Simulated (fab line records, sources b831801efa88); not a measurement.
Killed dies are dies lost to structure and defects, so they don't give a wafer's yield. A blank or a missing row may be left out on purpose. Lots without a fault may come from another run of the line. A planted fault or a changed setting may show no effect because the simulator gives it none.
fab line records | flow sky130
record lots=15 wafers=45 last_day=50
route steps=708 shown VT_ADJUST_HVTR@135 PAD_OPEN@708
lots that met no fault: from a run of the same line without faults
start_h: hours from the record's first day to the start of the lot's first wafer shown | wait_h: hours since the lot's step before | " the same as in the row above | L1.1+2: a row that stands for several wafers | - no value, or no start given | * or withheld: withheld | < > ~ a bound
route shown NAME@n: a module of which the file shows steps, and the number in the route of the first | usual: mean/standard deviation of fault-free wafers | same: alike in all rows | chamber/n: place in a boat | sites: the reading at each site | _std_site: their standard deviation | _edge_site: outer sites' mean less inner sites' | radius_mm: how far each site lies from the wafer's centre | mask NAME#n: copy n | behind: the tool/chamber that last shaped the wafer | hold: why the lot was held/for how many hours/how that ended | device: the transistor (n, p or np) that didn't switch | end of line: the same wafers' tests at the end of the route | a step without rows: its recipe alone | killed: dies lost to structure and defects at the first sort, not the wafer's yield | map: a wafer's dies, x killed, . not, _ none there
set.NAME: the setting as run; set.NAME@STEP: as run at that earlier step | model.NAME: the simulator's own value behind a step, which no gauge read
steps of the route over a sample of lots; a table a step, a row a wafer
services: from which hour (start_h, from the record's first day; less than 0 if before it) a tool's chamber was out of use, for how many hours, and why
## steps
# step SKY_VT_ADJUST_HVTR_EXPOSE_04
# recipe mask_id=HVTRM target_cd_nm=380 na=0.6 source_shape=conventional sigma_outer=0.6 dose_mj=150
# columns lot.wafer tool chamber start_h wait_h mask
L901.4+5+6 iline_stepper-01 0 188.54 - HVTRM#0
L902.3+4+5 iline_stepper-02 0 194.04 - HVTRM#0
L903.3+5+6 iline_stepper-01 0 201.97 - HVTRM#0
L904.3+4+6 iline_stepper-01 0 208.92 - HVTRM#0
L905.2+4+6 iline_stepper-01 0 217.02 - HVTRM#0
L906.1+5+6 iline_stepper-01 0 222.65 - HVTRM#0
L909.3+4+6 iline_stepper-01 0 248.32 - HVTRM#0
L910.2+4+6 iline_stepper-01 0 278.49 - HVTRM#0
L912.1+4+5 iline_stepper-01 0 281.01 - HVTRM#0
L916.1+5+6 iline_stepper-02 0 304.52 - HVTRM#0
L917.1+2+4 iline_stepper-02 0 312.02 - HVTRM#0
L920.3+4+6 iline_stepper-02 0 325.74 - HVTRM#0
L921.1+2+3 iline_stepper-02 0 340.53 - HVTRM#0
L923.2+4+6 iline_stepper-02 0 352.33 - HVTRM#0
L924.1+4+6 iline_stepper-02 0 354.43 - HVTRM#0
# step SKY_VT_ADJUST_HVTR_OVL_MEAS_08
# usual VT_ADJUST_HVTR_OVL=-0.2/1.3
# columns lot.wafer tool chamber start_h wait_h hold VT_ADJUST_HVTR_OVL[nm]
L901.4 overlay-02 - 198.26 0.1 - -2.0
L901.5 " - " " - -1.1
L901.6 " - " " - -2.0
L902.3 overlay-01 - 203.53 0.1 - 2.2
L902.4 " - " " - 2.2
L902.5 " - " " - -1.3
L903.3 overlay-01 - 212.56 0.1 - -0.6
L903.5 " - " " - 0.7
L903.6 " - " " - -0.3
L904.3 overlay-01 - 219.47 0.1 - -0.3
L904.4 " - " " - 0.7
L904.6 " - " " - -0.8
L905.2 overlay-01 - 227.78 0.1 - 2.7
L905.4 " - " " - 2.4
L905.6 " - " " - 0.7
L906.1 overlay-01 - 234.65 0.1 - 0.5
L906.5 " - " " - 1.0
L906.6 " - " " - 0.0
L909.3 overlay-01 - 259.93 0.1 await_dispo/0.2h/release -91.4
L909.4 " - " " await_dispo/0.2h/release -89.0
L909.6 " - " " await_dispo/0.2h/release -91.3
L909.3 overlay-01 - 260.14 0.2 - -91.4
L909.4 " - " " - -89.3
L909.6 " - " " - -91.9
L910.2 overlay-02 - 291.26 0.1 await_dispo/0.2h/release -90.9
L910.4 " - " " await_dispo/0.2h/release -89.7
L910.6 " - " " await_dispo/0.2h/release -90.2
L910.2 overlay-02 - 291.46 0.2 - -91.4
L910.4 " - " " - -90.2
L910.6 " - " " - -90.4
L912.1 overlay-02 - 293.65 0.1 await_dispo/0.2h/release -88.5
L912.4 " - " " await_dispo/0.2h/release -88.7
L912.5 " - " " await_dispo/0.2h/release -88.2
L912.1 overlay-02 - 293.86 0.2 - -88.9
L912.4 " - " " - -88.8
L912.5 " - " " - -88.6
L916.1 overlay-02 - 317.77 0.1 - -0.7
L916.5 " - " " - -0.1
L916.6 " - " " - -0.4
L917.1 overlay-01 - 325.09 0.1 - -1.1
L917.2 " - " " - -0.8
L917.4 " - " " - -0.5
L920.3 overlay-02 - 339.51 0.1 - -2.0
L920.4 " - " " - -1.2
L920.6 " - " " - -0.7
L921.1 overlay-01 - 353.79 0.1 - 0.1
L921.2 " - " " - 0.8
L921.3 " - " " - -0.4
L923.2 overlay-01 - 365.88 0.1 - -0.1
L923.4 " - " " - -1.2
L923.6 " - " " - -0.3
L924.1 overlay-02 - 368.05 0.1 - -3.3
L924.4 " - " " - -1.8
L924.6 " - " " - -3.1
# step SKY_PAD_OPEN_PROBE_99
# usual defect_limited_yield=82.3/1.8 killed_at_M0_to_M3=44/7.2 killed_at_M4_up=3.1/1.8 killed_at_contacts=24/4.5 killed_at_front_end=16/4.4 killed_at_other=0.2/0.42 killed_dies=87/8.9 killed_open=48/6.4 killed_short=39/6.2 sort_bin_3_pad_short=0.9/0.46 sort_bin_5_function=10.5/1.6 sort_bin_6_memory=6.3/1.1 sort_n_pass=405/8.9 sort_yield_pct=82.3/1.8
# same gross_dies=492 killed_at_back_side=0 sort_bin_4_leakage[%]=0 sort_bin_8_speed[%]=0
# columns lot.wafer tool chamber start_h wait_h defect_limited_yield[%] killed_at_M0_to_M3 killed_at_M4_up killed_at_contacts killed_at_front_end killed_at_other killed_dies killed_open killed_short sort_bin_3_pad_short[%] sort_bin_5_function[%] sort_bin_6_memory[%] sort_n_pass sort_yield_pct[%]
L903.3 prober-01 - 1073.08 0.2 78.9 59 4 28 13 0 104 66 38 1.2 12.6 7.3 388 78.9
L903.5 prober-01 - 1073.18 0.2 82.1 53 2 23 10 0 88 51 37 1.0 10.4 6.5 404 82.1
L903.6 prober-01 - 1073.23 0.2 80.5 61 3 19 12 1 96 53 43 1.2 11.6 6.7 396 80.5
L904.3 prober-02 - 1076.17 0.2 83.5 33 3 24 19 2 81 44 37 1.2 10.0 5.3 411 83.5
L904.4 prober-02 - 1076.22 0.2 82.1 39 1 25 23 0 88 56 32 0.2 12.6 5.1 404 82.1
L904.6 prober-02 - 1076.32 0.2 82.3 40 1 22 23 1 87 41 46 0.2 11.2 6.3 405 82.3
L905.2 prober-01 - 1084.22 0.1 82.3 36 2 28 21 0 87 49 38 0.8 12.4 4.5 405 82.3
L905.4 prober-01 - 1084.32 0.2 81.3 50 7 20 15 0 92 40 52 0.8 10.2 7.7 400 81.3
L905.6 prober-01 - 1084.42 0.2 80.3 48 5 29 15 0 97 50 47 2.2 10.2 7.3 395 80.3
L906.1 prober-02 - 1088.31 0.1 84.1 41 6 21 10 0 78 51 27 0.2 10.0 5.7 414 84.1
L906.5 prober-02 - 1088.51 0.2 83.9 47 7 16 9 0 79 45 34 0.8 8.3 6.9 413 83.9
L906.6 prober-02 - 1088.56 0.2 83.9 43 3 20 13 0 79 42 37 0.6 7.7 7.7 413 83.9
L917.1 prober-01 - 1158.70 0.1 82.3 45 4 26 12 0 87 52 35 1.0 12.0 4.7 405 82.3
L917.2 prober-01 - 1158.75 0.1 82.3 46 1 25 15 0 87 50 37 0.4 10.6 6.7 405 82.3
L917.4 prober-01 - 1158.85 0.2 80.1 47 3 28 20 0 98 56 42 0.6 12.8 6.5 394 80.1
L920.3 prober-02 - 1174.32 0.2 84.6 39 3 21 13 0 76 41 35 1.0 7.9 6.5 416 84.6
L920.4 prober-02 - 1174.37 0.2 80.7 51 1 26 16 1 95 60 35 0.8 11.0 7.5 397 80.7
L920.6 prober-02 - 1174.47 0.2 83.7 54 1 11 13 1 80 48 32 0.6 10.2 5.5 412 83.7
L921.1 prober-01 - 1177.34 0.1 81.9 41 3 22 22 1 89 56 33 1.2 11.0 5.9 403 81.9
L921.2 prober-01 - 1177.39 0.1 79.9 39 4 32 24 0 99 51 48 1.0 12.8 6.3 393 79.9
L921.3 prober-01 - 1177.44 0.2 81.3 39 2 32 19 0 92 51 41 1.2 11.2 6.3 400 81.3
# killed by level:class
L903.3 VIA1:geometric_particle:open=21 CONTACT:geometric_particle:open=16 LI_CONTACT:geometric_particle:open=7 METAL2:geometric_particle:short=6 VIA2:geometric_particle:open=6 METAL3:geometric_particle:short=6 VIA1:geometric_particle:short=5 FIELD_ISO:geometric_particle:short=4
L903.5 VIA1:geometric_particle:open=14 CONTACT:geometric_particle:open=10 METAL1:geometric_particle:short=8 VIA3:geometric_particle:open=7 VIA1:geometric_particle:short=7 LI_CONTACT:geometric_particle:open=5 VIA2:geometric_particle:short=5 VIA2:geometric_particle:open=5
L903.6 VIA1:geometric_particle:open=12 METAL2:geometric_particle:short=9 METAL1:geometric_particle:short=8 CONTACT:geometric_particle:open=7 VIA2:geometric_particle:open=7 VIA3:geometric_particle:open=7 LI_CONTACT:geometric_particle:open=6 FIELD_ISO:geometric_particle:open=5
L904.3 LI_CONTACT:geometric_particle:open=9 VIA3:geometric_particle:open=8 CONTACT:geometric_particle:open=7 FIELD_ISO:geometric_particle:open=5 FIELD_ISO:geometric_particle:short=4 VIA1:geometric_particle:short=4 VIA1:geometric_particle:open=4 VIA2:geometric_particle:open=4
L904.4 VIA1:geometric_particle:open=14 CONTACT:geometric_particle:open=12 FIELD_ISO:geometric_particle:short=6 POLY_GATE:geometric_particle:open=6 LI_CONTACT:geometric_particle:open=6 VIA3:geometric_particle:open=6 POLY_GATE:geometric_particle:short=4 VIA2:geometric_particle:open=4
L904.6 CONTACT:geometric_particle:open=11 FIELD_ISO:geometric_particle:short=7 METAL1:geometric_particle:short=6 VIA1:geometric_particle:open=6 VIA3:geometric_particle:open=6 VIA1:geometric_particle:short=5 POLY_GATE:geometric_particle:short=4 POLY_GATE:geometric_particle:open=4
L905.2 VIA1:geometric_particle:open=11 CONTACT:geometric_particle:open=10 FIELD_ISO:geometric_particle:open=6 VIA2:geometric_particle:open=6 LI_CONTACT:geometric_particle:short=5 LOCAL_INTERCONNECT:geometric_particle:short=4 POLY_GATE:geometric_particle:open=4 LI_CONTACT:geometric_particle:open=4
L905.4 VIA1:geometric_particle:open=16 CONTACT:geometric_particle:short=7 METAL4:geometric_particle:short=7 VIA1:geometric_particle:short=6 POLY_GATE:geometric_particle:short=5 LI_CONTACT:geometric_particle:short=5 VIA3:geometric_particle:open=5 CONTACT:geometric_particle:open=5
L905.6 CONTACT:geometric_particle:open=10 LI_CONTACT:geometric_particle:open=7 CONTACT:geometric_particle:short=7 VIA1:geometric_particle:open=7 METAL1:geometric_particle:short=6 VIA2:geometric_particle:short=6 VIA2:geometric_particle:open=6 VIA1:geometric_particle:short=5
L906.1 VIA2:geometric_particle:open=9 CONTACT:geometric_particle:open=8 VIA1:geometric_particle:open=6 VIA3:geometric_particle:open=6 LI_CONTACT:geometric_particle:open=5 CONTACT:geometric_particle:short=5 METAL1:geometric_particle:open=5 POLY_GATE:geometric_particle:open=4
L906.5 VIA1:geometric_particle:open=10 CONTACT:geometric_particle:open=9 VIA3:geometric_particle:open=7 VIA2:geometric_particle:open=6 METAL1:geometric_particle:short=5 POLY_GATE:geometric_particle:short=4 METAL4:geometric_particle:short=4 VIA1:geometric_particle:short=4
L906.6 VIA1:geometric_particle:open=12 LI_CONTACT:geometric_particle:open=7 VIA1:geometric_particle:short=7 CONTACT:geometric_particle:open=6 VIA3:geometric_particle:open=5 METAL1:geometric_particle:short=5 METAL2:geometric_particle:short=5 VIA2:geometric_particle:open=4
L917.1 VIA1:geometric_particle:open=10 VIA3:geometric_particle:open=9 CONTACT:geometric_particle:open=8 VIA2:geometric_particle:open=7 CONTACT:geometric_particle:short=7 LI_CONTACT:geometric_particle:open=6 METAL2:geometric_particle:short=5 VIA3:geometric_particle:short=5
L917.2 VIA1:geometric_particle:open=12 VIA2:geometric_particle:open=9 LI_CONTACT:geometric_particle:open=9 CONTACT:geometric_particle:open=9 POLY_GATE:geometric_particle:short=7 VIA1:geometric_particle:short=5 LOCAL_INTERCONNECT:geometric_particle:short=4 METAL2:geometric_particle:short=4
L917.4 CONTACT:geometric_particle:open=10 LI_CONTACT:geometric_particle:open=9 VIA1:geometric_particle:open=9 VIA1:geometric_particle:short=8 VIA3:geometric_particle:open=6 METAL2:geometric_particle:short=6 POLY_GATE:geometric_particle:open=5 VIA2:geometric_particle:open=5
L920.3 VIA1:geometric_particle:open=15 CONTACT:geometric_particle:open=7 VIA2:geometric_particle:open=5 FIELD_ISO:geometric_particle:short=4 LI_CONTACT:geometric_particle:short=4 VIA1:geometric_particle:short=4 CONTACT:geometric_particle:short=4 VIA3:geometric_particle:open=4
L920.4 LI_CONTACT:geometric_particle:open=14 VIA1:geometric_particle:open=14 VIA2:geometric_particle:open=9 METAL1:geometric_particle:short=7 FIELD_ISO:geometric_particle:open=5 LOCAL_INTERCONNECT:geometric_particle:short=5 VIA2:geometric_particle:short=5 VIA3:geometric_particle:open=4
L920.6 VIA1:geometric_particle:open=13 VIA2:geometric_particle:open=8 CONTACT:geometric_particle:open=6 METAL1:geometric_particle:short=6 VIA3:geometric_particle:open=6 VIA1:geometric_particle:short=5 METAL2:geometric_particle:short=5 POLY_GATE:geometric_particle:short=4
L921.1 VIA1:geometric_particle:open=10 CONTACT:geometric_particle:open=10 VIA2:geometric_particle:open=7 FIELD_ISO:geometric_particle:open=6 VIA3:geometric_particle:open=6 POLY_GATE:geometric_particle:open=5 POLY_GATE:geometric_particle:short=4 LI_CONTACT:geometric_particle:open=4
L921.2 CONTACT:geometric_particle:open=10 VIA1:geometric_particle:open=8 POLY_GATE:geometric_particle:open=7 LI_CONTACT:geometric_particle:open=7 LI_CONTACT:geometric_particle:short=7 FIELD_ISO:geometric_particle:open=6 POLY_GATE:geometric_particle:short=6 METAL1:geometric_particle:short=6
L921.3 CONTACT:geometric_particle:open=12 VIA1:geometric_particle:open=10 CONTACT:geometric_particle:short=8 FIELD_ISO:geometric_particle:open=7 LI_CONTACT:geometric_particle:open=7 METAL1:geometric_particle:short=7 VIA1:geometric_particle:short=6 FIELD_ISO:geometric_particle:short=5
## services
# columns tool chamber start_h hours kind
iline_stepper-02 - 181.21 1.7 pm
iline_stepper-01 - 235.22 4.4 pm
iline_stepper-01 - 245.77 2.1 pm
iline_stepper-01 - 247.85 - consumable_replace:lamp
iline_stepper-01 - 343.41 1.7 pm
## key
first_sign step=SKY_VT_ADJUST_HVTR_OVL_MEAS_08 reading=visit direction=added
effect step=SKY_VT_ADJUST_HVTR_OVL_MEAS_08 reading=VT_ADJUST_HVTR_OVL direction=down sigmas=70 usual=-0.2 struck=-89.8
met_at SKY_VT_ADJUST_HVTR_EXPOSE_04
struck_lots L909,L910,L912
scrapped_behind SKY_VT_ADJUST_HVTR_OVL_MEAS_08 L909.3,L909.4,L909.6,L910.2,L910.4,L910.6,L912.1,L912.4,L912.5
onset_between 222.65 248.32
fault kind=scanner_matching_overlay tool=iline_stepper-01 chamber=- onset_h=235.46 steps=SKY_VT_ADJUST_HVTR_EXPOSE_04 offset=-90.684
